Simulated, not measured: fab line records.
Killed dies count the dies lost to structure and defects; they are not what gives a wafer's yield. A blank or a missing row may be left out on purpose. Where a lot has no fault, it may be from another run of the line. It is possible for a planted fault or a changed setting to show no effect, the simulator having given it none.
fab line records | flow sky130
record: lots: 10 wafers: 30 lastDay: 50
route steps=708 shown SD_N@350 LI_CONTACT@363 LOCAL_INTERCONNECT@387 CONTACT@406 PAD_OPEN@708
lots that met no fault: from a run of the same line without faults
startH: start of the lot's first displayed wafer, in hours after the record's first day | waitH: hours since the lot's step before | " identical to the entry in the row above | L1.1+2: a single row standing in for several wafers | - no value, or no start was given | * or withheld: withheld | < > ~ a bound
route shown NAME@n: names a module that has steps shown in the file, with the first one's number in the route | usual: mean/standard deviation of fault-free wafers | same: alike in all rows | chamber/n: place in a boat | sites: per-site readings | _std_site: the standard deviation of these | _edge_site: outer sites' mean less inner sites' | radiusMm: how far each site lies from the wafer's centre | mask NAME#n: copy n | behind: the last tool/chamber to shape the wafer | hold: what put the lot on hold/how long, in hours/how the hold closed | device: the transistor (n, p or np) that didn't switch | end of line: at the end of the route, the tests of the same wafers | step lacking rows: just its recipe | killed: dies that structure and defects cost at the first sort, which is not the same as the wafer's yield | map: the dies of a wafer, with x for killed, . for not killed, _ for no die there
set.NAME: setting as actually run; set.NAME@STEP: the setting as run at that earlier step | model.NAME: the simulator's own value behind a step, which no gauge read
one table for each step of the route and one row for each wafer, over a sample of lots
services: when a tool's chamber went out of use (startH, in hours from the record's first day, below 0 if earlier), for how many hours, and the reason
== steps ==
step: SKY_SD_N_OVL_MEAS_08
usual: SD_N_OVL: 0.5/1.2
columns lot.wafer tool chamber startH waitH SD_N_OVL[nm]
L608.2 overlay-01 - 645.29 0.1 -0.7
L608.3 " - " " 0.6
L608.6 " - " " -1.3
L609.3 overlay-01 - 655.14 0.1 2.7
L609.5 " - " " 1.6
L609.6 " - " " -0.1
L614.1 overlay-01 - 698.33 0.1 1.3
L614.2 " - " " -0.9
L614.3 " - " " -0.2
L619.2 overlay-01 - 744.08 0.1 0.9
L619.3 " - " " 1.5
L619.5 " - " " 2.7
L621.1 overlay-01 - 763.08 0.1 0.5
L621.4 " - " " 2.7
L621.6 " - " " 0.2
L623.1 overlay-02 - 774.98 0.1 0.7
L623.2 " - " " 1.1
L623.6 " - " " 0.6
L624.1 overlay-02 - 780.33 0.1 2.1
L624.2 " - " " 2.5
L624.5 " - " " 2.3
L627.1 overlay-01 - 806.38 0.1 -1.5
L627.2 " - " " 1.7
L627.4 " - " " 0.8
L628.3 overlay-01 - 812.34 0.1 1.8
L628.5 " - " " 2.3
L628.6 " - " " 0.3
L629.3 overlay-01 - 822.94 0.1 1.5
L629.4 " - " " 1.1
L629.5 " - " " 2.1
step: SKY_LI_CONTACT_THK_MEAS_01
recipe: reads: PSG_of_LI_CONTACT_HDPCVD_00
usual: LI_CONTACT_HDPCVD_THK: 926/13
columns lot.wafer tool chamber startH waitH LI_CONTACT_HDPCVD_THK[nm]
L608.2 filmMetro-04 - 646.49 0.1 925
L608.3 " - " " 939
L608.6 " - " " 913
L609.3 filmMetro-02 - 656.35 0.1 948
L609.5 " - " " 954
L609.6 " - " " 925
L614.1 filmMetro-04 - 699.53 0.1 912
L614.2 " - " " 921
L614.3 " - " " 905
L619.2 filmMetro-04 - 745.29 0.1 933
L619.3 " - " " 936
L619.5 " - " " 940
L621.1 filmMetro-04 - 764.29 0.1 917
L621.4 " - " " 915
L621.6 " - " " 907
L623.1 filmMetro-02 - 776.19 0.1 930
L623.2 " - " " 924
L623.6 " - " " 916
L624.1 filmMetro-02 - 781.53 0.1 905
L624.2 " - " " 921
L624.5 " - " " 916
L627.1 filmMetro-04 - 807.58 0.1 918
L627.2 " - " " 939
L627.4 " - " " 912
L628.3 filmMetro-03 - 813.56 0.1 907
L628.5 " - " " 913
L628.6 " - " " 923
L629.3 filmMetro-04 - 824.15 0.1 942
L629.4 " - " " 912
L629.5 " - " " 946
step: SKY_LOCAL_INTERCONNECT_SPUTTER_00
recipe: material: TiN targetThkNm: 100 tempC: 300 powerW: 6500 timeS: 83.3 chamberPressurePa: 0.4
usual: throttleValvePct: 30.0/1.2
columns lot.wafer tool chamber startH waitH throttleValvePct
L608.2 pvdSputter-04 - 675.78 0.2 29.3
L608.3 " - " " 28.3
L608.6 " - " " 32.1
L609.3 pvdSputter-01 - 686.47 0.2 30.5
L609.5 " - " " 30.6
L609.6 " - " " 29.2
L614.1 pvdSputter-04 - 729.43 0.2 29.5
L614.2 " - " " 28.1
L614.3 " - " " 32.0
L619.2 pvdSputter-04 - 775.05 0.2 29.5
L619.3 " - " " 28.5
L619.5 " - " " 29.3
L621.1 pvdSputter-03 - 793.40 0.2 30.6
L621.4 " - " " 28.6
L621.6 " - " " 31.0
L623.1 pvdSputter-04 - 805.19 0.2 28.2
L623.2 " - " " 31.8
L623.6 " - " " 32.0
L624.1 pvdSputter-04 - 810.68 0.1 28.2
L624.2 " - " " 29.6
L624.5 " - " " 32.0
L627.1 pvdSputter-01 - 836.24 0.1 29.6
L627.2 " - " " 29.3
L627.4 " - " " 30.6
L628.3 pvdSputter-03 - 840.91 0.2 28.8
L628.5 " - " " 30.8
L628.6 " - " " 30.7
L629.3 pvdSputter-03 - 851.30 0.1 29.0
L629.4 " - " " 30.8
L629.5 " - " " 30.5
step: SKY_LOCAL_INTERCONNECT_RS_MEAS_01
recipe: thkMeasGauge: four-point-probe reads: TiN_of_LOCAL_INTERCONNECT_SPUTTER_00
usual: LOCAL_INTERCONNECT_TIN_RS: 14.10/0.2
columns lot.wafer tool chamber startH waitH hold LOCAL_INTERCONNECT_TIN_RS[ohm/sq]
L608.2 filmMetro-01 - 675.87 0.1 - 13.69
L608.3 " - " " - 13.75
L608.6 " - " " - 13.61
L609.3 filmMetro-02 - 686.57 0.1 - 14.18
L609.5 " - " " - 14.16
L609.6 " - " " - 14.47
L614.1 filmMetro-01 - 729.50 0.0 - 13.91
L614.2 " - " " - 13.98
L614.3 " - " " - 13.99
L619.2 filmMetro-04 - 775.13 0.1 - 14.43
L619.3 " - " " - 14.29
L619.5 " - " " - 14.38
L621.1 filmMetro-04 - 793.46 0.0 - 13.75
L621.4 " - " " - 13.64
L621.6 " - " " - 13.66
L623.1 filmMetro-01 - 805.25 0.0 awaitDispo/0.2h/release 12.05
L623.2 " - " " awaitDispo/0.2h/release 12.13
L623.6 " - " " awaitDispo/0.2h/release 12.12
L623.1 filmMetro-01 - 805.54 0.3 - 12.08
L623.2 " - " " - 12.12
L623.6 " - " " - 12.09
L624.1 filmMetro-04 - 810.74 0.0 awaitDispo/0.2h/release 12.03
L624.2 " - " " awaitDispo/0.2h/release 12.00
L624.5 " - " " awaitDispo/0.2h/release 12.06
L624.1 filmMetro-04 - 811.03 0.3 - 12.02
L624.2 " - " " - 12.01
L624.5 " - " " - 12.09
L627.1 filmMetro-02 - 836.30 0.0 - 14.36
L627.2 " - " " - 14.08
L627.4 " - " " - 14.25
L628.3 filmMetro-02 - 841.01 0.1 - 13.95
L628.5 " - " " - 14.06
L628.6 " - " " - 14.25
L629.3 filmMetro-02 - 851.40 0.1 - 13.99
L629.4 " - " " - 14.24
L629.5 " - " " - 14.03
step: SKY_LOCAL_INTERCONNECT_THK_MEAS_02
recipe: thkMeasGauge: xrf reads: TiN_of_LOCAL_INTERCONNECT_SPUTTER_00
usual: LOCAL_INTERCONNECT_TIN_THK: 100.3/1.4
columns lot.wafer tool chamber startH waitH hold LOCAL_INTERCONNECT_TIN_THK[nm]
L608.2 filmMetro-01 - 675.98 0.1 - 102.2
L608.3 " - " " - 101.7
L608.6 " - " " - 102.3
L609.3 filmMetro-02 - 686.67 0.1 - 99.7
L609.5 " - " " - 99.5
L609.6 " - " " - 98.0
L614.1 filmMetro-01 - 729.62 0.1 - 101.4
L614.2 " - " " - 101.3
L614.3 " - " " - 101.3
L619.2 filmMetro-04 - 775.24 0.1 - 98.7
L619.3 " - " " - 98.6
L619.5 " - " " - 98.8
L621.1 filmMetro-04 - 793.58 0.1 - 103.5
L621.4 " - " " - 103.7
L621.6 " - " " - 104.3
L623.1 filmMetro-01 - 807.13 1.6 awaitDispo/0.2h/release 116.1
L623.2 " - " " awaitDispo/0.2h/release 115.7
L623.6 " - " " awaitDispo/0.2h/release 115.8
L623.1 filmMetro-01 - 807.35 0.2 - 116.0
L623.2 " - " " - 115.5
L623.6 " - " " - 116.0
L624.1 filmMetro-04 - 814.29 3.2 awaitDispo/0.2h/release 117.7
L624.2 " - " " awaitDispo/0.2h/release 117.8
L624.5 " - " " awaitDispo/0.2h/release 117.5
L624.1 filmMetro-04 - 814.52 0.2 - 117.3
L624.2 " - " " - 117.4
L624.5 " - " " - 116.8
L627.1 filmMetro-02 - 836.42 0.1 - 98.8
L627.2 " - " " - 100.5
L627.4 " - " " - 99.6
L628.3 filmMetro-02 - 841.11 0.1 - 101.4
L628.5 " - " " - 100.6
L628.6 " - " " - 98.9
L629.3 filmMetro-02 - 851.50 0.1 - 101.0
L629.4 " - " " - 99.2
L629.5 " - " " - 101.3
step: SKY_LOCAL_INTERCONNECT_METAL_ETCH_14
recipe: targetDepthNm: 110 stopOn: PSG chemistry: Cl2/BCl3 target: TiN resistSidewallDeg: 88 pressureMtorr: 10 icpW: 900 biasW: 48.5 Cl2_flow_sccm: 60 bcl3FlowSccm: 30 timeS: 31.4
usual: chamberPressureMTorr: 10.000/0.0087 drypumpMotorCurrentA: 5.55/0.29 oesProductAu: 0.942/0.0085 throttleValvePct: 21.899/0.01
columns lot.wafer tool chamber startH waitH chamberPressureMTorr drypumpMotorCurrentA oesProductAu rfHoursCounterH throttleValvePct
L608.2 rieMetal-02 1 705.18 0.0 10.000 5.70 0.960 5 21.911
L608.3 " 0 " " 10.000 5.27 0.953 - 21.880
L608.6 " 1 " " 9.993 5.66 0.958 - 21.895
L609.3 rieMetal-02 0 715.36 0.0 10.004 5.25 0.938 - 21.906
L609.5 " 1 " " 9.991 5.64 0.940 - 21.904
L609.6 " 0 " " 9.994 5.26 0.938 - 21.928
L614.1 rieMetal-01 1 757.94 0.0 9.992 5.10 0.944 8 21.897
L614.2 " 0 " " 10.024 6.05 0.948 4 21.901
L614.3 " 0 " " 10.001 6.05 0.955 - 21.901
L619.2 rieMetal-02 1 802.78 0.0 10.007 5.65 0.932 9 21.905
L619.3 " 0 " " 9.997 5.26 0.939 - 21.920
L619.5 " 1 " " 9.999 5.60 0.937 - 21.899
L621.1 rieMetal-03 0 821.33 0.0 10.006 5.57 0.954 12 21.887
L621.4 " 1 " " 10.001 5.78 0.957 - 21.871
L621.6 " 1 " " 10.007 5.75 0.961 - 21.884
L623.1 rieMetal-02 0 833.73 0.0 9.975 5.27 0.997 7 21.867
L623.2 " 1 " " 9.992 5.65 0.998 10 21.879
L623.6 " 1 " " 10.010 5.69 0.996 - 21.864
L624.1 rieMetal-03 1 836.98 0.0 10.011 5.80 0.991 6 21.858
L624.2 " 0 " " 9.999 5.59 1.013 13 21.843
L624.5 " 0 " " 10.002 5.58 1.013 - 21.855
L627.1 rieMetal-02 1 861.93 0.0 9.997 5.62 0.938 11 21.903
L627.2 " 0 " " 10.010 5.27 0.950 8 21.894
L627.4 " 1 " " 10.008 5.66 0.935 - 21.912
L628.3 rieMetal-03 1 867.00 0.0 9.990 5.81 0.951 - 21.879
L628.5 " 0 " " 10.003 5.59 0.940 - 21.894
L628.6 " 1 " " 9.981 5.82 0.933 - 21.897
L629.3 rieMetal-01 0 878.11 0.0 9.993 6.07 0.946 - 21.887
L629.4 " 1 " " 10.010 5.10 0.933 - 21.891
L629.5 " 0 " " 10.007 6.03 0.947 - 21.889
step: SKY_CONTACT_CVD_00
recipe: material: Si3N4 targetThkNm: 75 tempC: 400 timeS: withheld rfW: 450
usual: heaterPowerOuterW: 395/52 heaterPowerW: 689/72
columns lot.wafer tool chamber startH waitH heaterPowerOuterW heaterPowerW
L608.2 pecvd-04 0 705.82 0.0 362 639
L608.3 " 1 " " 306 615
L608.6 " 0 " " 359 660
L609.3 pecvd-01 2 715.98 0.0 433 653
L609.5 " 1 " " 440 787
L609.6 " 0 " " 404 749
L614.1 pecvd-04 1 758.58 0.0 382 750
L614.2 " 0 " " 343 636
L614.3 " 2 " " 297 570
L619.2 pecvd-04 1 803.43 0.0 421 768
L619.3 " 0 " " 341 614
L619.5 " 0 " " 335 624
L621.1 pecvd-01 2 821.97 0.0 457 675
L621.4 " 2 " " 455 700
L621.6 " 1 " " 449 784
L624.2 pecvd-04 2 837.62 0.0 304 580
L624.5 " 1 " " 363 692
L627.1 pecvd-03 0 862.57 0.0 383 612
L627.2 " 1 " " 448 713
L627.4 " 0 " " 387 624
L628.3 pecvd-04 1 867.64 0.0 354 690
L628.5 " 1 " " 358 696
L628.6 " 0 " " 418 732
L629.3 pecvd-04 1 878.73 0.0 396 753
L629.4 " 2 " " 311 597
L629.5 " 1 " " 389 755
step: SKY_PAD_OPEN_PROBE_99
usual: killed_at_M0_to_M3: 43/7 killed_at_M4_up: 3.0/1.9 killedAtContacts: 24/4.6 killedAtFrontEnd: 15/4.1 killedAtOther: 0.3/0.52 killedDies: 84/9.7 killedOnRim: 16/3.6 killedOpen: 46/6.9 killedShort: 38/6.8
same: grossDies: 492 killedAtBackSide: 0
columns lot.wafer tool chamber startH waitH hold killed_at_M0_to_M3 killed_at_M4_up killedAtContacts killedAtFrontEnd killedAtOther killedDies killedOnRim killedOpen killedShort
L608.2 prober-02 - 1075.86 0.1 - 25 4 25 13 1 68 18 36 30
L608.3 prober-02 - 1075.91 0.2 - 40 3 17 21 0 81 14 43 38
L608.6 prober-02 - 1076.06 0.2 - 40 2 17 14 0 73 13 48 23
L609.3 prober-01 - 1084.59 0.2 - 41 1 24 20 1 87 17 44 43
L609.5 prober-01 - 1084.69 0.2 - 41 3 23 21 1 89 20 56 33
L609.6 prober-01 - 1084.74 0.2 - 37 4 22 18 0 81 18 46 33
L614.1 prober-02 - 1116.20 0.1 - 53 1 24 14 0 92 21 45 46
L614.2 prober-02 - 1116.25 0.1 - 52 2 26 21 0 101 20 53 47
L614.3 prober-02 - 1116.30 0.2 - 40 1 28 18 1 88 23 43 45
L619.2 prober-02 - 1145.73 0.1 - 43 2 30 17 0 92 20 47 45
L619.3 prober-02 - 1145.78 0.2 - 55 6 26 17 1 105 20 47 55
L619.5 prober-02 - 1145.88 0.2 - 41 3 25 12 1 82 15 44 36
L621.1 prober-02 - 1157.33 0.1 - 48 6 24 16 1 95 19 61 34
L621.4 prober-02 - 1157.48 0.2 - 49 2 33 15 0 99 16 60 39
L621.6 prober-02 - 1157.58 0.2 - 33 0 24 21 0 78 12 40 38
L623.1 prober-02 - 1167.98 0.1 awaitDispo/2.0h/scrap 45 3 405 12 1 466 76 46 37
L623.2 prober-02 - 1168.03 0.1 awaitDispo/2.0h/scrap 53 5 384 16 0 458 96 57 48
L623.6 prober-02 - 1168.23 0.2 awaitDispo/2.0h/scrap 54 2 381 12 0 449 94 48 39
L624.1 prober-01 - 1169.28 0.1 awaitDispo/3.9h/scrap 47 4 424 11 0 486 91 54 35
L624.2 prober-01 - 1169.33 0.1 awaitDispo/3.9h/scrap 39 1 261 8 0 309 33 50 32
L624.5 prober-01 - 1169.48 0.2 awaitDispo/3.9h/scrap 54 1 253 15 1 324 32 50 40
L627.1 prober-02 - 1185.17 0.1 - 42 3 30 16 1 92 16 57 33
L627.2 prober-02 - 1185.22 0.1 - 37 1 22 10 0 70 15 43 27
L627.4 prober-02 - 1185.32 0.2 - 35 1 18 13 1 68 9 47 21
L628.3 prober-01 - 1188.63 0.2 - 32 3 22 8 2 67 11 37 29
L628.5 prober-01 - 1188.73 0.2 - 45 0 31 18 0 94 24 55 39
L628.6 prober-01 - 1188.78 0.2 - 29 8 22 9 0 68 16 34 34
L629.3 prober-02 - 1194.68 0.2 - 41 3 25 11 0 80 18 37 43
L629.4 prober-02 - 1194.73 0.2 - 40 4 30 14 0 88 18 37 51
L629.5 prober-02 - 1194.78 0.2 - 39 2 28 17 0 86 13 50 36
killed by level:class
L608.2 LOCAL_INTERCONNECT:geometricParticle:short=9 FIELD_ISO:geometricParticle:open=6 LI_CONTACT:geometricParticle:open=5 CONTACT:geometricParticle:short=5 VIA1:geometricParticle:open=5 CONTACT:geometricParticle:open=3 METAL1:geometricParticle:short=3 METAL2:geometricParticle:short=3
L608.3 VIA1:geometricParticle:open=11 METAL1:geometricParticle:short=7 VIA2:geometricParticle:open=7 FIELD_ISO:geometricParticle:open=6 FIELD_ISO:geometricParticle:short=5 LI_CONTACT:geometricParticle:short=5 VIA1:geometricParticle:short=4 METAL2:geometricParticle:short=4
L608.6 VIA1:geometricParticle:open=11 LI_CONTACT:geometricParticle:open=9 VIA3:geometricParticle:open=8 CONTACT:geometricParticle:open=5 VIA1:geometricParticle:short=5 FIELD_ISO:geometricParticle:short=4 VIA2:geometricParticle:open=4 FIELD_ISO:geometricParticle:open=3
L609.3 CONTACT:geometricParticle:open=9 VIA1:geometricParticle:short=9 VIA2:geometricParticle:open=7 LI_CONTACT:geometricParticle:open=6 POLY_GATE:geometricParticle:open=5 METAL2:geometricParticle:short=5 VIA3:geometricParticle:open=5 FIELD_ISO:geometricParticle:short=4
L609.5 VIA1:geometricParticle:open=14 FIELD_ISO:geometricParticle:open=8 CONTACT:geometricParticle:open=8 POLY_GATE:geometricParticle:open=6 VIA3:geometricParticle:open=6 VIA2:geometricParticle:open=5 LI_CONTACT:geometricParticle:open=5 CONTACT:geometricParticle:short=5
L609.6 CONTACT:geometricParticle:open=10 VIA1:geometricParticle:open=10 FIELD_ISO:geometricParticle:open=5 VIA1:geometricParticle:short=5 VIA2:geometricParticle:open=5 VIA3:geometricParticle:open=5 LI_CONTACT:geometricParticle:open=4 CONTACT:geometricParticle:short=4
L614.1 VIA2:geometricParticle:open=11 VIA1:geometricParticle:short=11 CONTACT:geometricParticle:open=10 VIA3:geometricParticle:open=7 METAL1:geometricParticle:short=6 CONTACT:geometricParticle:short=5 VIA2:geometricParticle:short=5 FIELD_ISO:geometricParticle:open=4
L614.2 CONTACT:geometricParticle:open=10 VIA1:geometricParticle:open=8 METAL1:geometricParticle:short=7 VIA2:geometricParticle:open=7 LI_CONTACT:geometricParticle:open=7 VIA1:geometricParticle:short=6 METAL2:geometricParticle:short=6 VIA3:geometricParticle:open=6
L614.3 LI_CONTACT:geometricParticle:open=9 CONTACT:geometricParticle:open=7 FIELD_ISO:geometricParticle:short=6 VIA1:geometricParticle:open=6 METAL1:geometricParticle:short=5 VIA2:geometricParticle:open=5 VIA1:geometricParticle:short=5 VIA3:geometricParticle:open=5
L619.2 LI_CONTACT:geometricParticle:open=9 CONTACT:geometricParticle:open=9 FIELD_ISO:geometricParticle:open=7 LOCAL_INTERCONNECT:geometricParticle:short=7 VIA1:geometricParticle:short=7 METAL2:geometricParticle:short=7 VIA2:geometricParticle:open=6 METAL1:geometricParticle:short=6
L619.3 VIA1:geometricParticle:open=15 METAL1:geometricParticle:short=9 CONTACT:geometricParticle:open=7 VIA1:geometricParticle:short=7 METAL2:geometricParticle:short=7 LI_CONTACT:geometricParticle:open=5 LI_CONTACT:geometricParticle:short=5 VIA3:geometricParticle:open=5
L619.5 CONTACT:geometricParticle:open=9 VIA1:geometricParticle:open=9 LI_CONTACT:geometricParticle:open=6 LOCAL_INTERCONNECT:geometricParticle:short=5 METAL1:geometricParticle:short=5 VIA2:geometricParticle:open=5 POLY_GATE:geometricParticle:open=4 CONTACT:geometricParticle:short=4
L621.1 VIA2:geometricParticle:open=11 VIA1:geometricParticle:open=11 LI_CONTACT:geometricParticle:open=8 POLY_GATE:geometricParticle:open=6 CONTACT:geometricParticle:open=6 VIA3:geometricParticle:open=6 LOCAL_INTERCONNECT:geometricParticle:short=5 METAL1:geometricParticle:short=5
L621.4 VIA1:geometricParticle:open=14 LI_CONTACT:geometricParticle:open=13 CONTACT:geometricParticle:open=10 METAL2:geometricParticle:short=7 VIA2:geometricParticle:open=6 POLY_GATE:geometricParticle:open=5 CONTACT:geometricParticle:short=5 VIA3:geometricParticle:open=5
L621.6 VIA1:geometricParticle:open=8 POLY_GATE:geometricParticle:short=6 CONTACT:geometricParticle:short=6 CONTACT:geometricParticle:open=6 VIA1:geometricParticle:short=6 VIA2:geometricParticle:open=6 FIELD_ISO:geometricParticle:short=5 POLY_GATE:geometricParticle:open=5
L623.1 LOCAL_INTERCONNECT:areaEtch=380 CONTACT:geometricParticle:open=10 VIA2:geometricParticle:open=10 VIA1:geometricParticle:open=9 VIA3:geometricParticle:short=7 CONTACT:geometricParticle:short=6 FIELD_ISO:geometricParticle:short=5 LI_CONTACT:geometricParticle:open=5
L623.2 LOCAL_INTERCONNECT:areaEtch=351 LI_CONTACT:geometricParticle:open=13 VIA1:geometricParticle:open=9 VIA3:geometricParticle:open=9 VIA2:geometricParticle:short=8 CONTACT:geometricParticle:open=7 METAL1:geometricParticle:short=6 VIA2:geometricParticle:open=6
L623.6 LOCAL_INTERCONNECT:areaEtch=361 VIA1:geometricParticle:open=13 VIA3:geometricParticle:open=9 LI_CONTACT:geometricParticle:open=9 VIA1:geometricParticle:short=7 CONTACT:geometricParticle:open=6 METAL1:geometricParticle:short=6 VIA2:geometricParticle:short=5
L624.1 LOCAL_INTERCONNECT:areaEtch=397 CONTACT:geometricParticle:open=15 VIA3:geometricParticle:open=9 VIA1:geometricParticle:open=8 CONTACT:geometricParticle:short=5 LI_CONTACT:geometricParticle:open=4 VIA3:geometricParticle:short=4 VIA1:geometricParticle:short=4
L624.2 LOCAL_INTERCONNECT:areaEtch=227 CONTACT:geometricParticle:open=18 VIA1:geometricParticle:open=14 CONTACT:geometricParticle:short=10 METAL1:geometricParticle:short=8 VIA3:geometricParticle:open=5 POLY_GATE:geometricParticle:open=4 METAL2:geometricParticle:short=4
L624.5 LOCAL_INTERCONNECT:areaEtch=232 VIA1:geometricParticle:open=14 METAL1:geometricParticle:short=11 VIA3:geometricParticle:open=9 CONTACT:geometricParticle:open=6 LI_CONTACT:geometricParticle:open=5 FIELD_ISO:geometricParticle:open=4 POLY_GATE:geometricParticle:open=4
L627.1 VIA1:geometricParticle:open=14 CONTACT:geometricParticle:open=10 LI_CONTACT:geometricParticle:open=9 VIA3:geometricParticle:open=8 POLY_GATE:geometricParticle:short=6 LOCAL_INTERCONNECT:geometricParticle:short=6 VIA2:geometricParticle:open=5 METAL2:geometricParticle:short=4
L627.2 VIA1:geometricParticle:open=12 LI_CONTACT:geometricParticle:open=9 VIA3:geometricParticle:open=9 CONTACT:geometricParticle:open=5 FIELD_ISO:geometricParticle:open=4 CONTACT:geometricParticle:short=4 METAL2:geometricParticle:short=4 METAL3:geometricParticle:short=4
L627.4 VIA1:geometricParticle:open=13 CONTACT:geometricParticle:open=9 POLY_GATE:geometricParticle:open=5 LI_CONTACT:geometricParticle:open=5 METAL2:geometricParticle:short=5 VIA2:geometricParticle:open=4 VIA3:geometricParticle:open=4 FIELD_ISO:geometricParticle:open=2
L628.3 CONTACT:geometricParticle:open=9 VIA1:geometricParticle:open=7 VIA2:geometricParticle:open=5 VIA3:geometricParticle:open=5 CONTACT:geometricParticle:short=4 VIA1:geometricParticle:short=4 FIELD_ISO:geometricParticle:open=3 LI_CONTACT:geometricParticle:open=3
L628.5 CONTACT:geometricParticle:open=12 VIA3:geometricParticle:open=8 FIELD_ISO:geometricParticle:open=7 VIA1:geometricParticle:open=7 LI_CONTACT:geometricParticle:open=6 VIA2:geometricParticle:open=6 LOCAL_INTERCONNECT:geometricParticle:short=5 VIA2:geometricParticle:short=5
L628.6 CONTACT:geometricParticle:open=8 METAL2:geometricParticle:short=7 LI_CONTACT:geometricParticle:open=6 VIA1:geometricParticle:open=5 METAL4:geometricParticle:short=5 VIA2:geometricParticle:short=4 POLY_GATE:geometricParticle:open=3 LOCAL_INTERCONNECT:geometricParticle:short=3
L629.3 VIA1:geometricParticle:open=11 CONTACT:geometricParticle:short=9 CONTACT:geometricParticle:open=8 METAL2:geometricParticle:short=5 POLY_GATE:geometricParticle:open=4 METAL1:geometricParticle:short=4 VIA1:geometricParticle:short=4 VIA2:geometricParticle:short=4
L629.4 CONTACT:geometricParticle:open=10 CONTACT:geometricParticle:short=9 VIA1:geometricParticle:short=9 VIA1:geometricParticle:open=7 METAL2:geometricParticle:short=7 LI_CONTACT:geometricParticle:open=6 POLY_GATE:geometricParticle:short=5 LOCAL_INTERCONNECT:geometricParticle:short=4
L629.5 CONTACT:geometricParticle:open=12 LI_CONTACT:geometricParticle:open=7 VIA1:geometricParticle:open=7 VIA2:geometricParticle:open=6 POLY_GATE:geometricParticle:short=5 METAL2:geometricParticle:short=5 CONTACT:geometricParticle:short=5 FIELD_ISO:geometricParticle:open=4
== services ==
columns tool chamber startH hours kind
pvdSputter-03 - 672.58 5.1 repair
pecvd-04 1 677.58 17.9 repair
pvdSputter-01 - 688.40 110.0 repair
pecvd-01 - 699.45 14.6 pm
rieMetal-03 1 715.89 2.1 repair
pecvd-01 - 737.36 0.3 repair
pecvd-01 - 741.96 6.0 pm
rieMetal-02 0 777.54 8.8 repair
pvdSputter-03 - 782.97 2.6 repair
pecvd-03 - 791.63 0.9 repair
rieMetal-01 1 797.14 1.2 repair
pvdSputter-04 - 803.60 1.3 repair
pecvd-04 - 805.36 2.8 pm
pecvd-04 - 815.71 1.2 repair
pvdSputter-04 - 822.14 5.7 repair
rieMetal-01 1 839.05 4.0 repair
pvdSputter-04 3 848.96 - consumableReplace:kit
pvdSputter-04 3 848.96 18.0 scheduledDown
pecvd-04 1 852.55 9.0 repair
rieMetal-03 - 855.62 1.4 pm
pecvd-04 2 860.37 6.8 repair
pecvd-04 2 867.21 2.1 scheduledDown
rieMetal-02 - 874.87 1.5 repair
rieMetal-02 1 876.18 1.9 repair
== key ==
firstSign: step: SKY_LOCAL_INTERCONNECT_RS_MEAS_01 reading: visit direction: added
effect: step: SKY_LOCAL_INTERCONNECT_RS_MEAS_01 reading: LOCAL_INTERCONNECT_TIN_RS direction: down sigmas: 10 usual: 14.10 struck: 12.07
effect: step: SKY_LOCAL_INTERCONNECT_THK_MEAS_02 reading: visit direction: added
effect: step: SKY_LOCAL_INTERCONNECT_THK_MEAS_02 reading: LOCAL_INTERCONNECT_TIN_THK direction: up sigmas: 12 usual: 100.3 struck: 116.7
effect: step: SKY_LOCAL_INTERCONNECT_METAL_ETCH_14 reading: oesProductAu direction: up sigmas: 7 usual: 0.942 struck: 1.001
effect: step: SKY_PAD_OPEN_PROBE_99 reading: killedAtContacts direction: up sigmas: 71 usual: 24 struck: 351
moreKillsBornAt: SKY_LOCAL_INTERCONNECT_METAL_ETCH_14@rieMetal-02: 1092 SKY_LOCAL_INTERCONNECT_METAL_ETCH_14@rieMetal-03: 856
metAt SKY_LOCAL_INTERCONNECT_SPUTTER_00
struckLots L623,L624
laterRowsLeftOut L623.1,L623.2,L623.6,L624.1
testerLeftOut L623,L624
notActingAt SKY_SD_N_OVL_MEAS_08,SKY_LI_CONTACT_THK_MEAS_01,SKY_CONTACT_CVD_00
onsetBetween 775.05 805.19
fault: kind: processParameterDrift tool: pvdSputter-04 chamber: - onsetH: 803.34 steps: SKY_LOCAL_INTERCONNECT_SPUTTER_00 channel: timeS offset: * shape: step endH: 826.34 actsIn: * stated: *
testerLeftOut: of these lots the tester's yield and bins aren't shown, on N5 and GAA mostly nor the transistor test; their killed dies are dies lost to structure and defects alone, not to doping, threshold or leakage, so they don't give the yield
laterRowsLeftOut: the simulator's readings of these wafers behind a module that went badly wrong aren't trusted and aren't shown, but for the sort
